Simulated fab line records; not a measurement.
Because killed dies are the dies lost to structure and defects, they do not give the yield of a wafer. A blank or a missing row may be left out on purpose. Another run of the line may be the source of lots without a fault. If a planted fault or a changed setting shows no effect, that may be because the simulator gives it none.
The tool behind it: which one? || flow sky130 || 6 lots (18 wafers sampled), 1 step of a 708-step route

WHAT THE GAUGES SHOWED, per wafer
SKY_SONOS_ONO_THK_MEAS_05.
{"lot": "L984", "measured": "day 12 20:38", "on": "film metro-04", "SONOS_ONO_CVD_04_THK (nm)": "5.68 5.68 5.79"}
{"lot": "L987", "measured": "day 13 14:29", "on": "film metro-02", "SONOS_ONO_CVD_04_THK (nm)": "5.58 5.68 5.59"}
{"lot": "L996", "measured": "day 16 08:43", "on": "film metro-03", "SONOS_ONO_CVD_04_THK (nm)": "5.75 5.70 5.65"}
{"lot": "L999", "measured": "day 17 05:14", "on": "film metro-04", "SONOS_ONO_CVD_04_THK (nm)": "5.84 5.91 5.78"}
{"lot": "L101", "measured": "day 17 17:44", "on": "film metro-03", "SONOS_ONO_CVD_04_THK (nm)": "6.04 5.82 5.80"}
{"lot": "L103", "measured": "day 18 14:19", "on": "film metro-04", "SONOS_ONO_CVD_04_THK (nm)": "5.54 5.69 5.64"}

EACH LOT AND THE TOOL THAT RAN IT (in order: tool; ch and the chambers of the sampled wafers; start)
No process step before these readings appears in the record.

THE ANSWER, worked out from the rows above alone
Rule: the usual values come from the lots themselves. Put in order of their means at a reading, lots are off if they are a third of the lots or fewer, leave a main group of 4 or more, and stand apart from it by a gap of 3 or more times the standard deviation of the main group's means; of several such gaps the widest counts. The tables above print the reading to a certain number of digits; a main group whose means all agree to those digits is not used. A lot without any number at a reading at which 4 lots or more have one is off too. Where the step has rows for the other lots, those lots are counted as sound.
Nothing can be told from this: no lot is off at any reading shown.

WHAT THE SIMULATOR PUT IN
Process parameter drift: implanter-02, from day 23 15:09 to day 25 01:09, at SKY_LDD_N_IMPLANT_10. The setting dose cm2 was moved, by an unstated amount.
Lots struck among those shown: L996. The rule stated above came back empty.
